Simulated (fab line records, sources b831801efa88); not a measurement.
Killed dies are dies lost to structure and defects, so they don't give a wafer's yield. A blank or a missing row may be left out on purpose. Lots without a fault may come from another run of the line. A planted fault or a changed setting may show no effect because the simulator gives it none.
Which tool did it? | flow sfq_line | 15 lots, 45 wafers sampled, at 2 steps of a route of 325

WHAT THE GAUGES READ, wafer by wafer
SFQ_C5_OVL_MEAS_937.
lot  | measured     | on         | C5_OVL (nm)
L663 | day 64 02:46 | overlay-01 | 0 2 -1
L665 | day 64 09:59 | overlay-01 | -6 -6 -3
L667 | day 65 01:35 | overlay-01 | -5 3 4
L668 | day 65 05:11 | overlay-02 | 2 13 11
L669 | day 65 08:46 | overlay-01 | -4 -4 -6
L671 | day 65 11:11 | overlay-01 | -3 -1 -2
L672 | day 66 21:59 | overlay-01 | -10 -7 -11
L673 | day 67 00:22 | overlay-01 | 8 -3 -3
L674 | day 67 01:34 | overlay-01 | 11 7 11
L678 | day 69 01:11 | overlay-02 | -2 2 9
L680 | day 69 09:35 | overlay-01 | 2 9 -4
L681 | day 69 11:59 | overlay-01 | -8 -4 -2
L682 | day 70 00:08 | overlay-02 | 0 -6 -8
L685 | day 70 13:20 | overlay-02 | 7 5 6
L686 | day 70 16:55 | overlay-02 | 11 12 9

WHICH TOOL RAN EACH LOT (tool, then ch and the chambers of the sampled wafers, then the start)
lot  | SFQ_TRILAYER_I5_BARC_OPEN_VIA_ETCH_200
L663 | rie_diel-03 ch 0,1,3, day 59 06:43
L665 | rie_diel-02 ch 0,2,3, day 59 15:07
L667 | rie_diel-03 ch 0,2,3, day 60 09:15
L668 | rie_diel-02 ch 0,2,3, day 60 14:11
L669 | rie_diel-04 ch 0,1,2, day 60 17:47
L671 | rie_diel-03 ch 1,3, day 60 20:11
L672 | rie_diel-02 ch 0,1,2, day 62 10:50
L673 | rie_diel-03 ch 1,2,3, day 62 13:14
L674 | rie_diel-04 ch 1,2,3, day 62 14:34
L678 | rie_diel-03 ch 0,3, day 64 09:46
L680 | rie_diel-04 ch 0,1,2, day 64 16:58
L681 | rie_diel-03 ch 0,1,3, day 64 20:34
L682 | rie_diel-03 ch 0,3, day 65 18:01
L685 | rie_diel-02 ch 0,1,2, day 66 08:46
L686 | rie_diel-03 ch 1,2,3, day 66 11:10
- SFQ_TRILAYER_I5_BARC_OPEN_VIA_ETCH_200: etches BARC in O2, target depth 125 nm, time 41.7 s.

WHAT THE TOOLS THEMSELVES READ (means of the sampled wafers that have a number; where no wafer has one, the mark that the record gives instead)
SFQ_TRILAYER_I5_BARC_OPEN_VIA_ETCH_200.
lot  | tool        | drypump_motor_current_A (A) | oes_product_au (a.u.)
L663 | rie_diel-03 | 5.4                         | 0.684
L665 | rie_diel-02 | 5.9                         | 0.686
L667 | rie_diel-03 | 5.4                         | 0.686
L668 | rie_diel-02 | 5.9                         | 0.682
L669 | rie_diel-04 | 6.1                         | 0.683
L671 | rie_diel-03 | 5.7                         | 0.688
L672 | rie_diel-02 | 5.7                         | 0.684
L673 | rie_diel-03 | 5.6                         | 0.687
L674 | rie_diel-04 | 6.0                         | 0.680
L678 | rie_diel-03 | 5.5                         | 0.688
L680 | rie_diel-04 | 6.1                         | 0.690
L681 | rie_diel-03 | 5.4                         | 0.683
L682 | rie_diel-03 | 5.4                         | 0.685
L685 | rie_diel-02 | 5.7                         | 0.683
L686 | rie_diel-03 | 5.7                         | 0.684

THE ANSWER, worked out from the rows above alone
Rule: what is usual is taken from the lots themselves. Put in order of their means at a reading, lots are off if they are a third of the lots or fewer, leave a main group of 4 or more, and stand apart from it by a gap of 3 or more times the standard deviation of the main group's means; of several such gaps the widest counts. A main group whose means are all the same, to the digits that the tables above print for the reading, isn't used. A lot without any number at a reading at which 4 lots or more have one is off too. The other lots that the step has rows for count as sound. The gauges are gone through in route order, then the tools' own readings, and for those a lot's mean is taken as printed above. The first step at which some lot is off is used, and at that step the reading that is off furthest; a lot without a number counts as furthest.
No lot is off at any reading shown: from this, nothing can be told.

WHAT THE SIMULATOR HAD PUT IN
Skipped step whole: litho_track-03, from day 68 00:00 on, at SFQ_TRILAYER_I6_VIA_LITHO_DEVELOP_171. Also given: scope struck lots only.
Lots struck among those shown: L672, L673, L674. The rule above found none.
